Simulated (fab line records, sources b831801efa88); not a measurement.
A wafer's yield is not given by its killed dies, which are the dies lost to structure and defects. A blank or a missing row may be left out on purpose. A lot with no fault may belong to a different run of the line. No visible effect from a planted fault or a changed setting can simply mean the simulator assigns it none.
Code-filled problem report in 8D (eight disciplines) form	flow sky130	the parts of the form that need people (team, actions taken, sign-off) are left out

## 1. WHAT WENT WRONG
LI_CONTACT_HDPCVD_THK at SKY_LI_CONTACT_THK_MEAS_01 reads a mean of 733 nm on 1 wafer of 1 lot; wafers without a fault read 929 nm with a standard deviation of 9.2. Measured from the usual mean, that is -21 standard deviations.
The first sign was on wafer L854.4 at day 33 04:27, on film metro-02. Wafers with a number at this step in the record: 36, from 12 lots. The rule behind "out" and "out of limits": a value lying over 4 standard deviations away from the usual mean. All remaining wafers that have a number are taken as sound.

## 2. WHAT IT IS, WHAT IT ISN'T
question	is	is not
which readings at this step	LI_CONTACT_HDPCVD_THK	-
which lots	L854	L841, L842, L843, L844, L845, L846, L847, L848, L849, L850, L863
which wafers of those lots	L854.4	L854.2, L854.6
read on which gauges	film metro-02	film metro-03, film metro-04
when	from day 33 04:27	up to then (32 sound wafers); but 3 sound wafers of L863 came after

## 3. SUSPECTS, AND WHAT RULES EACH OUT
Counting: a tool at a process step up to the reading stays a suspect if it ran every lot that is out. Sound lots after the first of them don't rule it out here, since some wafers of a struck lot are sound.
- ruled out: the gauge at SKY_LI_CONTACT_THK_MEAS_01. All the wafers that are out were read on film metro-02, but those of them that SKY_LI_CONTACT_HDPCVD_00 has rows for are out there too, on other tools.
- hdpcvd-02 at SKY_LI_CONTACT_HDPCVD_00 (deposits PSG, target thk 930 nm, time 155 s): kept. L854, the lot that is out, went through it at day 33 04:20; up to then, the latest sound lot through it was L850 at day 31 13:07. Its own readings are out on those wafers: sih4 flow sccm.
- At SKY_LI_CONTACT_HDPCVD_00 on hdpcvd-02, chamber 0 took the sound wafers of the same lots and chamber 1 took the wafers that are out.
After counting, what remains is hdpcvd-02 at SKY_LI_CONTACT_HDPCVD_00.

## 4. THE CAUSE (what the simulator had put in)
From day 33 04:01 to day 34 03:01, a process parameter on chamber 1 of hdpcvd-02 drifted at SKY_LI_CONTACT_HDPCVD_00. From 60, the setting sih4 flow sccm moved by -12. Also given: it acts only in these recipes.
Counting left only this tool.

## 5. SEQUENCE OF EFFECTS, ordered by route
One row per reading whose mean, taken over the struck wafers that have a number, lies over 3 standard deviations from the usual. Scope: only readings with a usual standard deviation given in the record; hours: median across lots of the time from each lot's start at the first step in this table that gives one to its start at this step; sigmas: change in usual standard deviations.
hours	step	reading	usual	on struck wafers	change	sigmas
0	SKY_LI_CONTACT_HDPCVD_00	sih4 flow sccm	60.02 sccm	48.12	-11.90	-66
0	SKY_LI_CONTACT_THK_MEAS_01	LI_CONTACT_HDPCVD_THK	929 nm	733	-196	-21
0	SKY_LI_CONTACT_CMP_02	time to endpoint s	31.8 s	11.5	-20.3	-7.5
Here are the process steps it includes:
- SKY_LI_CONTACT_HDPCVD_00: deposits PSG, target thk 930 nm, time 155 s.
- SKY_LI_CONTACT_CMP_02: polishes PSG.
Later steps that measure or inspect, where all struck wafers having a row at the step show a number for every such reading and not one has moved that far: SKY_LI_CONTACT_CD_MEAS_12.

## 6. HOW IT WOULD HAVE BEEN CAUGHT EARLIER
The first out-of-limits reading at a measuring or inspecting step in this record came at day 33 04:27, 0 hours after the fault's start at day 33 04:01.
The tool's own readings at SKY_LI_CONTACT_HDPCVD_00 were out on every struck wafer that the step has a row for (sih4 flow sccm): an alarm limit on them would have fired on the first of those.
By day 33 04:27, every lot that is out (1) had started SKY_LI_CONTACT_HDPCVD_00 on hdpcvd-02. Holding the tool at that point would not have protected any of them.
